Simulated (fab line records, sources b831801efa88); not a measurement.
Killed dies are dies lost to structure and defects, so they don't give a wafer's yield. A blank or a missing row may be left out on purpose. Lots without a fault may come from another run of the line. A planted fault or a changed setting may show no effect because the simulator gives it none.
Which tool did it? | flow gf180mcu | 12 lots, 36 wafers sampled, at 1 step of a route of 602

WHAT THE GAUGES READ, wafer by wafer
GF_HV_LDD_THK_MEAS_57.
lot  | measured     | on            | HV_LDD_CVD_56_THK (nm)
L075 | day 12 21:52 | film_metro-03 | 91.2 90.5 91.1
L077 | day 13 10:25 | film_metro-03 | 89.8 89.8 89.9
L079 | day 14 06:45 | film_metro-01 | 89.9 89.8 90.3
L081 | day 14 22:17 | film_metro-02 | 90.5 89.5 90.1
L083 | day 15 16:01 | film_metro-02 | 90.1 89.9 90.3
L085 | day 16 06:59 | film_metro-03 | 89.2 89.0 89.0
L087 | day 16 22:49 | film_metro-02 | 89.7 89.4 89.8
L089 | day 17 15:43 | film_metro-01 | 91.4 91.4 91.4
L091 | day 18 05:42 | film_metro-03 | 90.3 90.6 90.8
L093 | day 18 23:11 | film_metro-02 | 88.8 89.0 89.1
L095 | day 19 16:43 | film_metro-01 | 89.2 89.4 89.3
L097 | day 20 11:18 | film_metro-01 | 90.0 89.8 90.2

WHICH TOOL RAN EACH LOT (tool, then ch and the chambers of the sampled wafers, then the start)
The record holds no process step before these readings.

THE ANSWER, worked out from the rows above alone
Rule: what is usual is taken from the lots themselves. Put in order of their means at a reading, lots are off if they are a third of the lots or fewer, leave a main group of 4 or more, and stand apart from it by a gap of 3 or more times the standard deviation of the main group's means; of several such gaps the widest counts. A main group whose means are all the same, to the digits that the tables above print for the reading, isn't used. A lot without any number at a reading at which 4 lots or more have one is off too. The other lots that the step has rows for count as sound.
No lot is off at any reading shown: from this, nothing can be told.

WHAT THE SIMULATOR HAD PUT IN
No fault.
